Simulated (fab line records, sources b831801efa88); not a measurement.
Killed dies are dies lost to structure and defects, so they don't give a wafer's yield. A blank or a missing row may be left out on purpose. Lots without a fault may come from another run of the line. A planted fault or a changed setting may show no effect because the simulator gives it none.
A struck lot beside a sound one | flow sfq_line | 13 steps out of a route of 325
Sound: wafers L663.1, L663.2, L663.5. Struck: wafers L669.1, L669.4, L669.5. The cause comes at the end.
At each step with rows: each side's tool, then ch and its chambers, then its first start. Under that, the readings that differ: sound wafers | struck wafers | difference of the means | sigmas: that difference in standard deviations of wafers without a fault.
alike: readings whose means differ by less than 2 such deviations, and words and numbers that are the same on both sides. not compared: withheld readings, readings that some wafer has no value for, bounds like >300 that may hide the same value, and numbers for which the record gives no deviation and whose values overlap.
The two part at a step that has a row with sigmas, a row that says differs or no value, or rows on one side only. Numbers that don't overlap but have no deviation are shown without sigmas and don't part them. A reading that every wafer of one side lacks parts them only if that side has two wafers or more.

first, 2 steps without rows for these wafers: SFQ_TRILAYER_I3_VIA_STRIP_SOLV_CLEAN_090 (cleans in NMP, time 600 s); SFQ_TRILAYER_M4_DEP_PRE_CLEAN_092 (time 22.5 s).
SFQ_TRILAYER_M4_DEP_SPUTTER_091: material Nb, target thk 200 nm, time 133.3 s.
  sound on pvd_sputter-05, day 44 14:13; struck on pvd_sputter-05, day 46 17:40
  alike: throttle_valve_pct
SFQ_M4_RS_MEAS_924: measures by four-point-probe.
  sound on film_metro-01, day 44 14:19; struck on film_metro-02, day 46 17:45
  reading           | sound             | struck            | difference | sigmas
  M4_NB_RS (ohm/sq) | 0.906 0.916 0.912 | 0.883 0.903 0.890 | -0.019     | -2
then, 6 steps without rows for these wafers: SFQ_TRILAYER_M4_LITHO_COAT_098 (resist thk 62 nm); SFQ_TRILAYER_M4_LITHO_COAT_093 (resist thk 600 nm); SFQ_TRILAYER_M4_LITHO_SOFTBAKE_097; SFQ_TRILAYER_M4_LITHO_EXPOSE_094 (exposes mask M4, target cd 500 nm); SFQ_TRILAYER_M4_LITHO_PEB_096 (peb time 60 s); SFQ_TRILAYER_M4_LITHO_DEVELOP_095 (time 60 s).
SFQ_M4_OVL_MEAS_926:
  sound on overlay-02, day 44 23:59; struck on overlay-02, day 46 20:19
  alike: M4_OVL
SFQ_TRILAYER_M4_BARC_OPEN_METAL_ETCH_123: etches BARC in O2, target depth 125 nm, time 41.7 s.
  sound on rie_metal-02 ch 0,1, day 45 00:01; struck on rie_metal-03 ch 0, day 46 20:20
  reading    | sound             | struck            | difference | sigmas
  bias_w (W) | 80.15 79.83 80.44 | 90.90 90.88 90.75 | +10.70     | +47
  alike: drypump_motor_current_A, oes_product_au
  not compared: rf_hours_counter_h
SFQ_TRILAYER_M4_ETCH_METAL_ETCH_096: etches Nb in Cl2/Ar, stops on SiO2, target depth 240 nm, time 120 s.
  sound on rie_metal-02 ch 0,1, day 45 00:04; struck on rie_metal-03 ch 0, day 46 20:24
  alike: bias_w, drypump_motor_current_A, oes_product_au
  not compared: rf_hours_counter_h

WHERE THEY PART
First at SFQ_M4_RS_MEAS_924; last, within this record, at SFQ_TRILAYER_M4_BARC_OPEN_METAL_ETCH_123. Later steps at which nothing parts them and some readings are alike: SFQ_TRILAYER_M4_ETCH_METAL_ETCH_096.

WHY: what the simulator had put in
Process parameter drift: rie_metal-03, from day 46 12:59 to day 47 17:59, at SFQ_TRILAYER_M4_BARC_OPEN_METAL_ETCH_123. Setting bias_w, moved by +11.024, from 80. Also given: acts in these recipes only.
